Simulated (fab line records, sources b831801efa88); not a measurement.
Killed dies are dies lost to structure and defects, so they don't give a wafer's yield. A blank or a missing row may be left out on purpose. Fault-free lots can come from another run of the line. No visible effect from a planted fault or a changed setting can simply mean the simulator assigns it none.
fab line records ; flow gf180mcu
record lots=5; wafers=15; lastDay=34
route steps=602 shown V3@443 M4@456
lots that met no fault: from a run of the same line without faults
startH: start of the lot's first displayed wafer, in hours after the record's first day ; waitH: hours elapsed since this lot's preceding step ; " as in the row above ; L1.1+2: a single row standing in for several wafers ; - either no value or no given start ; * or withheld: withheld ; < > ~ a bound
route shown NAME@n: NAME is a module with steps in the file, n the number in the route of the first one ; usual: mean/standard deviation of fault-free wafers ; same: alike in all rows ; chamber/n: place in a boat ; sites: each site's reading ; _std_site: the values' standard deviation ; _edge_site: the outer-site mean with the inner-site mean subtracted ; radiusMm: for every site, how far away it sits from the centre of the wafer ; mask NAME#n: copy n ; behind: the most recent tool/chamber to have shaped the wafer ; hold: why the lot went on hold/how many hours it stayed there/how the hold came to an end ; device: whichever transistor did not switch (one of n, p or np) ; end of line: the same wafers' tests at the end of the route ; a step without rows: its recipe alone ; killed: dies lost to structure and defects at the first sort, not the wafer's yield ; map: dies across one wafer; x = killed, . = not, _ = none there
set.NAME: the setting the step ran with; set.NAME@STEP: the setting that earlier step ran with ; model.NAME: the simulator's own value behind a step, which no gauge read
certain route steps with their lots: each step a table, each wafer a row
services: from which hour (startH, from the record's first day; less than 0 if before it) a tool's chamber was out of use, for how many hours, and why
## steps
# step GF_V3_CD_MEAS_14
# recipe targetCdNm=260
# usual cdNm=260.3/1.6
lot.wafer;tool;chamber;startH;waitH;cdNm
L800.2;cdSem-01;-;519.73;0.1;259.4
L800.3;cdSem-01;-;519.73;0.1;259.2
L800.4;cdSem-01;-;519.73;0.1;259.0
L804.4;cdSem-02;-;563.76;0.1;261.2
L804.5;cdSem-02;-;563.76;0.1;263.7
L804.6;cdSem-02;-;563.76;0.1;262.4
L806.1;cdSem-02;-;566.35;0.1;261.6
L806.3;cdSem-02;-;566.35;0.1;261.5
L806.6;cdSem-02;-;566.35;0.1;262.2
L817.1;cdSem-02;-;655.21;0.1;258.5
L817.3;cdSem-02;-;655.21;0.1;258.6
L817.5;cdSem-02;-;655.21;0.1;257.7
L821.1;cdSem-02;-;678.56;0.1;259.8
L821.5;cdSem-02;-;678.56;0.1;260.1
L821.6;cdSem-02;-;678.56;0.1;260.8
# step GF_V3_OVL_MEAS_15
# usual V3_OVL=-4/5.6
lot.wafer;tool;chamber;startH;waitH;V3_OVL[nm]
L800.2;overlay-02;-;519.84;0.1;-2
L800.3;overlay-02;-;519.84;0.1;2
L800.4;overlay-02;-;519.84;0.1;2
L804.4;overlay-01;-;563.84;0.1;-9
L804.5;overlay-01;-;563.84;0.1;-8
L804.6;overlay-01;-;563.84;0.1;-7
L806.1;overlay-02;-;566.47;0.1;-4
L806.3;overlay-02;-;566.47;0.1;-6
L806.6;overlay-02;-;566.47;0.1;0
L817.1;overlay-01;-;655.33;0.1;-2
L817.3;overlay-01;-;655.33;0.1;0
L817.5;overlay-01;-;655.33;0.1;-2
L821.1;overlay-02;-;678.68;0.1;-4
L821.5;overlay-02;-;678.68;0.1;-7
L821.6;overlay-02;-;678.68;0.1;-9
# step GF_V3_ETCH_16
# recipe chemistry=N2/H2; targetDepthA=withheld; overetchA=withheld; timeS=withheld; target=BARC; ionEnergyEv=200; sourceW=500; biasW=100; pressureMtorr=30; n2FlowSccm=100; h2FlowSccm=200
# usual chamberPressureMTorr=30.002/0.026; drypumpMotorCurrentA=5.82/0.29; oesProductAu=0.855/0.0047; throttleValvePct=13.225/0.0089
lot.wafer;tool;chamber;startH;waitH;chamberPressureMTorr;drypumpMotorCurrentA;oesProductAu;throttleValvePct
L800.2;rieDiel-04;1;519.87;0.0;29.972;5.70;0.862;13.222
L800.3;rieDiel-04;0;519.87;0.0;29.960;6.27;0.860;13.232
L800.4;rieDiel-04;2;519.87;0.0;29.975;5.49;0.858;13.220
L804.4;rieDiel-01;2;563.86;0.0;29.973;5.66;0.855;13.233
L804.5;rieDiel-01;3;563.86;0.0;30.008;5.52;0.854;13.212
L804.6;rieDiel-01;0;563.86;0.0;30.027;6.46;0.851;13.218
L806.1;rieDiel-04;3;566.51;0.0;29.960;5.70;0.854;13.233
L806.3;rieDiel-04;1;566.51;0.0;29.987;5.70;0.844;13.218
L806.6;rieDiel-04;3;566.51;0.0;29.990;5.70;0.858;13.206
L817.1;rieDiel-03;2;655.36;0.0;30.019;5.50;0.853;13.214
L817.3;rieDiel-03;1;655.36;0.0;30.010;5.79;0.847;13.220
L817.5;rieDiel-03;1;655.36;0.0;30.111;5.77;0.852;13.221
L821.1;rieDiel-03;0;678.71;0.0;30.041;5.95;0.860;13.241
L821.5;rieDiel-03;2;678.71;0.0;30.020;5.52;0.855;13.230
L821.6;rieDiel-03;3;678.71;0.0;30.014;6.07;0.855;13.215
# step GF_V3_ETCH_17
# recipe chemistry=C4F8/O2/Ar; maskMaterial=KrF; target=SiO2; stopOn=TiN; sourceW=1500; biasW=1200; pressureMtorr=40; c4f8FlowSccm=withheld; O2_flow_sccm=6; Ar_flow_sccm=300; timeS=withheld; targetDepthA=6350
# usual chamberPressureMTorr=40.00/0.045; oesProductAu=0.856/0.0044
lot.wafer;tool;chamber;startH;waitH;chamberPressureMTorr;oesProductAu
L800.2;rieDiel-04;1;-;-;40.05;0.851
L800.3;rieDiel-04;0;-;-;40.00;0.848
L800.4;rieDiel-04;2;-;-;39.97;0.851
L804.4;rieDiel-01;2;-;-;40.00;0.853
L804.5;rieDiel-01;3;-;-;40.02;0.865
L804.6;rieDiel-01;0;-;-;39.99;0.858
L806.1;rieDiel-04;3;-;-;39.98;0.854
L806.3;rieDiel-04;1;-;-;40.01;0.863
L806.6;rieDiel-04;3;-;-;40.01;0.857
L817.1;rieDiel-03;2;-;-;40.04;0.858
L817.3;rieDiel-03;1;-;-;40.01;0.863
L817.5;rieDiel-03;1;-;-;39.96;0.859
L821.1;rieDiel-03;0;-;-;40.03;0.854
L821.5;rieDiel-03;2;-;-;40.03;0.858
L821.6;rieDiel-03;3;-;-;40.01;0.855
# step GF_V3_STRIP_18
# recipe chemistry=O2/N2; powerW=1400; pressureMtorr=1500; platenTempC=250; o2FlowSccm=3000; n2FlowSccm=300; overashFraction=0.5
# usual chamberPressureMTorr=1499.8/1.4; drypumpMotorCurrentA=5.8/0.48; heaterPowerW=324/23; oesProductAu=0.592/0.0047
lot.wafer;tool;chamber;startH;waitH;chamberPressureMTorr;drypumpMotorCurrentA;heaterPowerW;oesProductAu;rfHoursCounterH
L800.2;plasmaAsher-03;1;520.00;-;1498.8;5.6;363;0.595;37
L800.3;plasmaAsher-03;1;520.00;-;1498.3;5.6;353;0.592;-
L800.4;plasmaAsher-03;0;520.00;-;1499.3;5.9;329;0.597;-
L804.4;plasmaAsher-01;0;564.02;-;1497.7;5.0;319;0.590;-
L804.5;plasmaAsher-01;1;564.02;-;1495.6;5.7;362;0.587;-
L804.6;plasmaAsher-01;0;564.02;-;1500.0;5.0;325;0.587;-
L806.1;plasmaAsher-03;0;566.64;-;1500.0;5.8;329;0.586;43
L806.3;plasmaAsher-03;1;566.64;-;1497.0;5.6;342;0.598;-
L806.6;plasmaAsher-03;0;566.64;-;1502.2;5.9;322;0.593;-
L817.1;plasmaAsher-03;1;655.49;-;1500.5;5.6;345;0.588;54
L817.3;plasmaAsher-03;1;655.49;-;1500.1;5.6;343;0.592;-
L817.5;plasmaAsher-03;1;655.49;-;1499.3;5.6;345;0.599;-
L821.1;plasmaAsher-03;0;678.84;-;1499.9;5.9;328;0.591;57
L821.5;plasmaAsher-03;0;678.84;-;1499.0;5.9;327;0.593;-
L821.6;plasmaAsher-03;1;678.84;-;1499.7;5.6;349;0.599;-
# step GF_V3_STRIP_19
# recipe chemistry=postEtchResidueRemover; timeS=1200; tempC=72.5
# step GF_V3_CLEAN_20
# recipe chemistry=DIW; dry=n2Spin
# step GF_V3_SPUTTER_21
# recipe material=Ti; targetThkNm=15; chamberPressurePa=5; powerW=2500; substrateTempC=200; timeS=80.02
# usual throttleValvePct=29.6/0.84
lot.wafer;tool;chamber;startH;waitH;throttleValvePct
L800.2;pvdSputter-01;-;520.54;0.0;30.5
L800.3;pvdSputter-01;-;520.54;0.0;29.9
L800.4;pvdSputter-01;-;520.54;0.0;29.6
L804.4;pvdSputter-01;-;564.53;0.0;31.0
L804.5;pvdSputter-01;-;564.53;0.0;29.8
L804.6;pvdSputter-01;-;564.53;0.0;29.5
L806.1;pvdSputter-04;-;567.17;0.0;28.6
L806.3;pvdSputter-04;-;567.17;0.0;29.9
L806.6;pvdSputter-04;-;567.17;0.0;29.5
L817.1;pvdSputter-04;-;656.04;0.0;28.5
L817.3;pvdSputter-04;-;656.04;0.0;29.9
L817.5;pvdSputter-04;-;656.04;0.0;29.6
L821.1;pvdSputter-02;-;679.38;0.0;29.2
L821.5;pvdSputter-02;-;679.38;0.0;29.5
L821.6;pvdSputter-02;-;679.38;0.0;28.3
# step GF_V3_SPUTTER_22
# recipe material=TiN; targetThkNm=10; chamberPressurePa=5; powerW=4000; timeS=40
# usual throttleValvePct=29.6/0.86
lot.wafer;tool;chamber;startH;waitH;throttleValvePct
L800.2;pvdSputter-01;-;520.60;0.0;30.1
L800.3;pvdSputter-01;-;520.60;0.0;29.7
L800.4;pvdSputter-01;-;520.60;0.0;29.6
L804.4;pvdSputter-01;-;564.59;0.0;31.4
L804.5;pvdSputter-01;-;564.59;0.0;30.2
L804.6;pvdSputter-01;-;564.59;0.0;29.9
L806.1;pvdSputter-04;-;567.23;0.0;29.0
L806.3;pvdSputter-04;-;567.23;0.0;29.7
L806.6;pvdSputter-04;-;567.23;0.0;29.6
L817.1;pvdSputter-04;-;656.11;0.0;28.3
L817.3;pvdSputter-04;-;656.11;0.0;29.8
L817.5;pvdSputter-04;-;656.11;0.0;29.9
L821.1;pvdSputter-02;-;679.44;0.0;29.0
L821.5;pvdSputter-02;-;679.44;0.0;29.3
L821.6;pvdSputter-02;-;679.44;0.0;28.3
# step GF_V3_CVD_23
# recipe material=W; targetThkNm=350; timeS=104.9; tempC=400; pressureTorr=40
# step GF_V3_RS_MEAS_24
# recipe thkMeasGauge=four-point-probe; reads=W_of_V3_CVD_23+TiN_of_V3_SPUTTER_22+Ti_of_V3_SPUTTER_21
# usual V3_W_RS=0.328/0.0051
lot.wafer;tool;chamber;startH;waitH;V3_W_RS[ohm/sq]
L800.2;filmMetro-01;-;520.77;0.1;0.331
L800.3;filmMetro-01;-;520.77;0.1;0.330
L800.4;filmMetro-01;-;520.77;0.1;0.326
L804.4;filmMetro-01;-;564.80;0.1;0.328
L804.5;filmMetro-01;-;564.80;0.1;0.330
L804.6;filmMetro-01;-;564.80;0.1;0.327
L806.1;filmMetro-03;-;567.38;0.1;0.338
L806.3;filmMetro-03;-;567.38;0.1;0.328
L806.6;filmMetro-03;-;567.38;0.1;0.324
L817.1;filmMetro-04;-;656.26;0.1;0.333
L817.3;filmMetro-04;-;656.26;0.1;0.331
L817.5;filmMetro-04;-;656.26;0.1;0.334
L821.1;filmMetro-04;-;679.59;0.1;0.320
L821.5;filmMetro-04;-;679.59;0.1;0.333
L821.6;filmMetro-04;-;679.59;0.1;0.323
# step GF_V3_THK_MEAS_25
# recipe thkMeasGauge=xrf; reads=W_of_V3_CVD_23
# usual V3_W_THK=355/6.2
lot.wafer;tool;chamber;startH;waitH;V3_W_THK[nm]
L800.2;filmMetro-01;-;520.88;0.1;351
L800.3;filmMetro-01;-;520.88;0.1;352
L800.4;filmMetro-01;-;520.88;0.1;354
L804.4;filmMetro-01;-;564.89;0.1;350
L804.5;filmMetro-01;-;564.89;0.1;350
L804.6;filmMetro-01;-;564.89;0.1;351
L806.1;filmMetro-03;-;567.50;0.1;342
L806.3;filmMetro-03;-;567.50;0.1;351
L806.6;filmMetro-03;-;567.50;0.1;356
L817.1;filmMetro-04;-;656.38;0.1;353
L817.3;filmMetro-04;-;656.38;0.1;355
L817.5;filmMetro-04;-;656.38;0.1;352
L821.1;filmMetro-04;-;679.71;0.1;367
L821.5;filmMetro-04;-;679.71;0.1;352
L821.6;filmMetro-04;-;679.71;0.1;360
# step GF_V3_CMP_26
# recipe stopOn=SiO2; downForcePsi=3.5; platenRpm=60; tOverpolishS=15; targetThkNm=0; padVelocityMS=0.94248
# usual motorCurrentA=11.5/0.95; overpolishRunS=15.001/0.0089; slurryFlowMlMin=150.0/0.46; timeToEndpointS=84/4.6
lot.wafer;tool;chamber;startH;waitH;motorCurrentA;overpolishRunS;slurryFlowMlMin;timeToEndpointS
L800.3;cmp-01;3;520.98;0.1;12.3;15.000;150.5;82
L800.4;cmp-01;0;520.98;0.1;12.7;15.002;149.6;85
L800.2;cmp-01;1;520.98;0.1;10.1;15.008;150.3;91
L804.4;cmp-01;2;564.92;0.0;12.0;14.989;150.1;78
L804.5;cmp-01;2;564.92;0.0;11.7;14.994;149.7;82
L804.6;cmp-01;3;564.92;0.0;12.5;14.990;149.5;82
L806.1;cmp-01;1;567.56;0.1;10.9;14.995;150.8;88
L806.3;cmp-01;2;567.56;0.1;11.9;0.039;150.5;129
L806.6;cmp-01;2;567.56;0.1;11.3;0.048;149.9;130
L817.3;cmp-01;1;656.44;0.0;10.1;14.996;150.1;91
L817.1;cmp-01;3;656.44;0.0;11.6;15.007;149.6;82
L817.5;cmp-01;1;656.44;0.0;10.9;15.004;150.3;90
L821.1;cmp-01;2;679.87;0.1;11.9;14.990;149.8;87
L821.6;cmp-01;0;679.87;0.1;12.9;14.993;149.9;89
L821.5;cmp-01;1;679.87;0.1;10.7;14.978;150.0;93
# step GF_M4_SPUTTER_00
# recipe material=Ti; targetThkNm=37.5; arrivingIonEnergyEv=80; substrateTempC=200; chamberPressurePa=2; powerW=4000; timeS=150
## services
tool;chamber;startH;hours;kind
rieDiel-04;3;507.33;14.1;repair
pvdSputter-01;-;512.83;7.4;repair
pvdSputter-04;-;516.07;3.1;repair
cmp-01;-;518.21;0.6;repair
cmp-01;-;521.71;34.0;repair
rieDiel-04;1;524.30;1.8;repair
cmp-01;-;529.22;1.2;repair
pvdSputter-01;-;531.37;2.5;repair
rieDiel-04;0;554.88;-;clean
rieDiel-04;0;554.88;16.1;scheduledDown
rieDiel-04;0;554.88;16.1;ventCycle
plasmaAsher-01;-;555.87;5.8;repair
cmp-01;-;572.00;4.0;pm
cmp-01;-;576.00;-;consumableReplace:conditioner
cmp-01;-;576.00;-;consumableReplace:pad
rieDiel-03;3;608.87;-;clean
rieDiel-03;3;608.87;22.7;scheduledDown
rieDiel-03;3;608.87;22.7;ventCycle
pvdSputter-02;-;616.88;3.5;repair
rieDiel-01;0;637.65;4.5;repair
rieDiel-01;2;645.36;-;clean
plasmaAsher-01;-;661.91;15.6;pm
plasmaAsher-03;-;666.39;1.4;repair
plasmaAsher-01;-;677.51;14.6;pm
## key
firstSign step=GF_V3_CMP_26; reading=overpolishRunS; direction=down; sigmas=99+; usual=15.001; struck=0.044
effect step=GF_V3_CMP_26; reading=timeToEndpointS; direction=up; sigmas=9.7; usual=*; struck=*
metAt GF_V3_CMP_26
struckWafers L806.3,L806.6
laterRowsLeftOut L806.3,L806.6
sortLeftOut L806.3,L806.6
onsetBetween 564.92 567.56
fault kind=processParameterDrift; tool=cmp-01; chamber=-; onsetH=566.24; steps=GF_V3_CMP_26; channel=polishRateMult; offset=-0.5; shape=step; endH=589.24; scope=struckWafersOnly
# sortLeftOut: the simulated sort isn't trusted on such a fault, so these wafers' sort isn't shown, and their yield isn't known
# laterRowsLeftOut: the simulator's readings of these wafers behind a module that went badly wrong aren't trusted and aren't shown, but for the sort
